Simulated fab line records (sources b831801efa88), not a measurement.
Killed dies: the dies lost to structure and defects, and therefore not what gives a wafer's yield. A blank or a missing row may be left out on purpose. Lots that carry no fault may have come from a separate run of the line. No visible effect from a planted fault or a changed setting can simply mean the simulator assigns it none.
Shared-tool check || flow gf180mcu || 36 wafers sampled across 12 lots

== WHY THIS WAS OPENED ==
2 of 12 lots carry a flag on the reading V2_CVD_02_THK at GF_V2_THK_MEAS_03. No-fault wafers: 852 nm, standard deviation 12.
Rule: a lot is flagged when every wafer of it that has a number lies more than 4 standard deviations from that mean, or none has a number. The rest of the lots are taken to be sound.

{"lot": "L653", "measured": "day 19 05:27", "on": "film_metro-02", "V2_CVD_02_THK (nm), wafer by wafer": "871 878 870", "flag": ""}
{"lot": "L654", "measured": "day 20 02:46", "on": "film_metro-02", "V2_CVD_02_THK (nm), wafer by wafer": "846 843 856", "flag": ""}
{"lot": "L657", "measured": "day 21 07:38", "on": "film_metro-04", "V2_CVD_02_THK (nm), wafer by wafer": "852 842 865", "flag": ""}
{"lot": "L660", "measured": "day 22 10:47", "on": "film_metro-02", "V2_CVD_02_THK (nm), wafer by wafer": "845 854 853", "flag": ""}
{"lot": "L661", "measured": "day 22 19:23", "on": "film_metro-03", "V2_CVD_02_THK (nm), wafer by wafer": "849 850 854", "flag": ""}
{"lot": "L664", "measured": "day 23 16:16", "on": "film_metro-03", "V2_CVD_02_THK (nm), wafer by wafer": "846 859 857", "flag": ""}
{"lot": "L668", "measured": "day 25 01:17", "on": "film_metro-03", "V2_CVD_02_THK (nm), wafer by wafer": "695 704 713", "flag": "FLAGGED"}
{"lot": "L670", "measured": "day 25 15:31", "on": "film_metro-04", "V2_CVD_02_THK (nm), wafer by wafer": "693 689 697", "flag": "FLAGGED"}
{"lot": "L671", "measured": "day 25 23:58", "on": "film_metro-02", "V2_CVD_02_THK (nm), wafer by wafer": "853 844 853", "flag": ""}
{"lot": "L673", "measured": "day 26 16:04", "on": "film_metro-02", "V2_CVD_02_THK (nm), wafer by wafer": "854 876 866", "flag": ""}
{"lot": "L674", "measured": "day 26 22:04", "on": "film_metro-04", "V2_CVD_02_THK (nm), wafer by wafer": "858 865 859", "flag": ""}
{"lot": "L675", "measured": "day 27 08:43", "on": "film_metro-03", "V2_CVD_02_THK (nm), wafer by wafer": "844 840 855", "flag": ""}
On average the flagged lots' numbers are 698 nm, which is -154 nm against the usual, or -13 standard deviations.

== TOOL THAT RAN EACH LOT ==
Before the reading, the record contains 2 process steps out of a 602-step route. Each cell gives the tool, then ch followed by the chambers the sampled wafers passed through, then the start.
{"lot": "L653", "flag": "", "GF_HV_LDD_STRIP_10": "plasma_asher-03 ch 0,1, day 10 02:45", "GF_V2_CVD_02": "pecvd-02 ch 0,1,2, day 19 05:22"}
{"lot": "L654", "flag": "", "GF_HV_LDD_STRIP_10": "plasma_asher-03 ch 0,1, day 10 17:25", "GF_V2_CVD_02": "pecvd-01 ch 0,1,2, day 20 02:41"}
{"lot": "L657", "flag": "", "GF_HV_LDD_STRIP_10": "plasma_asher-01 ch 0,1, day 11 19:19", "GF_V2_CVD_02": "pecvd-04 ch 0,2, day 21 07:34"}
{"lot": "L660", "flag": "", "GF_HV_LDD_STRIP_10": "plasma_asher-03 ch 0,1, day 12 15:14", "GF_V2_CVD_02": "pecvd-04 ch 0,1, day 22 10:42"}
{"lot": "L661", "flag": "", "GF_HV_LDD_STRIP_10": "plasma_asher-03 ch 0,1, day 12 20:01", "GF_V2_CVD_02": "pecvd-02 ch 0,1, day 22 19:18"}
{"lot": "L664", "flag": "", "GF_HV_LDD_STRIP_10": "plasma_asher-03 ch 0,1, day 13 15:46", "GF_V2_CVD_02": "pecvd-02 ch 0,1, day 23 16:11"}
{"lot": "L668", "flag": "FLAGGED", "GF_HV_LDD_STRIP_10": "plasma_asher-02 ch 0,1, day 15 00:05", "GF_V2_CVD_02": "pecvd-02 ch 0,2, day 25 01:11"}
{"lot": "L670", "flag": "FLAGGED", "GF_HV_LDD_STRIP_10": "plasma_asher-01 ch 0,1, day 15 13:38", "GF_V2_CVD_02": "pecvd-02 ch 0,1,2, day 25 15:26"}
{"lot": "L671", "flag": "", "GF_HV_LDD_STRIP_10": "plasma_asher-03 ch 0,1, day 15 21:54", "GF_V2_CVD_02": "pecvd-04 ch 0,2, day 25 23:53"}
{"lot": "L673", "flag": "", "GF_HV_LDD_STRIP_10": "plasma_asher-03 ch 0,1, day 16 14:30", "GF_V2_CVD_02": "pecvd-01 ch 1,2, day 26 15:59"}
{"lot": "L674", "flag": "", "GF_HV_LDD_STRIP_10": "plasma_asher-03 ch 0,1, day 16 21:47", "GF_V2_CVD_02": "pecvd-01 ch 0,1, day 26 21:57"}
{"lot": "L675", "flag": "", "GF_HV_LDD_STRIP_10": "plasma_asher-01 ch 0,1, day 17 07:52", "GF_V2_CVD_02": "pecvd-01 ch 0,1, day 27 08:38"}
What these steps do:
- GF_HV_LDD_STRIP_10: strips in O2/N2.
- GF_V2_CVD_02: deposits SiO2 from TEOS, target thk 850 nm, time 94.851 s.
- GF_V2_THK_MEAS_03

== FLAGGED OVER TOTAL, TOOL BY TOOL (the gauges that took the reading come last) ==
{"step": "GF_HV_LDD_STRIP_10", "tool": "plasma_asher-01", "lots run": 3, "flagged": 1, "share of the flagged lots": "some", "sound lots run after its first flagged lot": "1 (L675)"}
{"step": "GF_HV_LDD_STRIP_10", "tool": "plasma_asher-02", "lots run": 1, "flagged": 1, "share of the flagged lots": "some", "sound lots run after its first flagged lot": 0}
{"step": "GF_HV_LDD_STRIP_10", "tool": "plasma_asher-03", "lots run": 8, "flagged": 0, "share of the flagged lots": "none", "sound lots run after its first flagged lot": "-"}
{"step": "GF_V2_CVD_02", "tool": "pecvd-01", "lots run": 4, "flagged": 0, "share of the flagged lots": "none", "sound lots run after its first flagged lot": "-"}
{"step": "GF_V2_CVD_02", "tool": "pecvd-02", "lots run": 5, "flagged": 2, "share of the flagged lots": "all", "sound lots run after its first flagged lot": 0}
{"step": "GF_V2_CVD_02", "tool": "pecvd-04", "lots run": 3, "flagged": 0, "share of the flagged lots": "none", "sound lots run after its first flagged lot": "-"}
{"step": "GF_V2_THK_MEAS_03", "tool": "film_metro-02", "lots run": 5, "flagged": 0, "share of the flagged lots": "none", "sound lots run after its first flagged lot": "-"}
{"step": "GF_V2_THK_MEAS_03", "tool": "film_metro-03", "lots run": 4, "flagged": 1, "share of the flagged lots": "some", "sound lots run after its first flagged lot": "1 (L675)"}
{"step": "GF_V2_THK_MEAS_03", "tool": "film_metro-04", "lots run": 3, "flagged": 1, "share of the flagged lots": "some", "sound lots run after its first flagged lot": "1 (L674)"}

== WHAT THE TABLE PERMITS ==
All flagged lots share 1 row of the table, namely pecvd-02 at GF_V2_CVD_02.
- pecvd-02 at GF_V2_CVD_02 ran 5 lots, 2 of them flagged. Its last sound lot is L664 (day 23 16:11), its first flagged lot L668 (day 25 01:11): a fault that began between those two fits.
What remains is a single tool, pecvd-02 at GF_V2_CVD_02.

== WHAT THE SIMULATOR PUT IN ==
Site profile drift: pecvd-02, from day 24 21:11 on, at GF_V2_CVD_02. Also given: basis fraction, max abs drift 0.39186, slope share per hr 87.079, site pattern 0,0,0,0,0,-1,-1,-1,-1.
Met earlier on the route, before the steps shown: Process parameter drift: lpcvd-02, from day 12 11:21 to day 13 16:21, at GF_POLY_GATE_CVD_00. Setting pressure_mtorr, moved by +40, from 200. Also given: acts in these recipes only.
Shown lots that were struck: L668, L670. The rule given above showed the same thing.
